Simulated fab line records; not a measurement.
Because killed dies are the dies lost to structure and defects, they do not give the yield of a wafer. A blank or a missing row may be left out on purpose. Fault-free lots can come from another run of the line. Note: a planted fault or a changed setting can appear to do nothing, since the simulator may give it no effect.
2 desks looking at one fault | flow sky130 | every desk sees just its own numbers, and what lay behind them comes last

## THE METROLOGY DESK
What the gauges read for every lot (on any tool): the sampled wafers with a number, averaged. The brackets show how far a lot's mean lies from the usual mean; more than 4 standard deviations puts the lot out of limits, marked OUT.
Columns: A = CONTACT_W_RS at SKY_CONTACT_RS_MEAS_25, usual 0.336 ohm/sq; B = CONTACT_W_THK at SKY_CONTACT_THK_MEAS_26, usual 336 nm; C = METAL1_ALCU_RS at SKY_METAL1_RS_MEAS_05, usual 0.1266 ohm/sq; D = VIA1_HDPCVD_THK at SKY_VIA1_THK_MEAS_01, usual 1030 nm
lot  | first seen here | A     | B   | C      | D
L432 | day 31 08:56    | 0.335 | 334 | 0.1266 | 1034
L433 | day 31 21:27    | 0.339 | 331 | 0.1267 | 1031
L435 | day 32 21:31    | 0.333 | 342 | 0.1267 | 1025
L437 | day 33 06:56    | 0.339 | 331 | 0.1254 | 1046
L439 | day 33 23:02    | 0.334 | 343 | 0.1261 | 961 (-7.3) OUT
L441 | day 34 13:39    | 0.338 | 338 | 0.1304 | 971 (-6.2) OUT
L448 | day 37 08:13    | 0.335 | 337 | 0.1280 | 1031
L449 | day 38 01:38    | 0.327 | 341 | 0.1271 | 1030
L450 | day 38 03:48    | 0.342 | 332 | 0.1259 | 1022
L451 | day 38 03:59    | 0.336 | 333 | 0.1264 | 1034
L454 | day 38 15:10    | 0.335 | 343 | 0.1266 | 1020
L455 | day 39 00:47    | 0.337 | 330 | 0.1242 | 1048
This desk reports L439, L441 out of limits; the earliest was L439 at day 35 03:52 (VIA1_HDPCVD_THK at SKY_VIA1_THK_MEAS_01). L432, L433, L435, L437, L448, L449, L450, L451, L454, L455 stayed within limits.

## THE TOOL OWNER'S DESK: hdpcvd-01
The tool's own readings at SKY_VIA1_HDPCVD_00 (deposits SiO2, target thk 1030 nm, time 171.7 s): means of the sampled wafers that have a number, for each lot that ran on this tool. The brackets show how far a lot's mean lies from the usual mean; more than 4 standard deviations puts the lot out of limits, marked OUT.
Columns: A = sih4FlowSccm at SKY_VIA1_HDPCVD_00, usual 60.00 sccm
lot  | first seen here | A
L433 | day 33 02:45    | 60.03
L435 | day 34 03:04    | 59.89
L437 | day 34 11:30    | 60.07
L439 | day 35 03:46    | 55.94 (-24) OUT
L441 | day 35 18:01    | 55.87 (-24) OUT
L448 | day 38 12:05    | 60.03
L449 | day 39 04:15    | 60.04
L451 | day 39 06:50    | 60.06
This desk's verdict: out of limits on L439, L441, starting with L439 at day 35 03:46 (sih4FlowSccm at SKY_VIA1_HDPCVD_00). L433, L435, L437, L448, L449, L451 stayed within limits.

## ALL TOGETHER
The tool owner's desk could have raised an alarm at day 35 03:46, on L439, L441.
The metrology desk could have raised an alarm at day 35 03:52, on L439, L441.
On hdpcvd-01, each named lot ran SKY_VIA1_HDPCVD_00.

## WHAT THE SIMULATOR HAD INSERTED
hdpcvd-01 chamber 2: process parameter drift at SKY_VIA1_HDPCVD_00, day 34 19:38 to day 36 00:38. A move of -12 in setting sih4FlowSccm, from 60. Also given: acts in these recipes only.
Lots struck among those shown: L439, L441.
Hours from the fault's start to each desk's first reading out of limits: the tool owner's desk, 8; the metrology desk, 8.
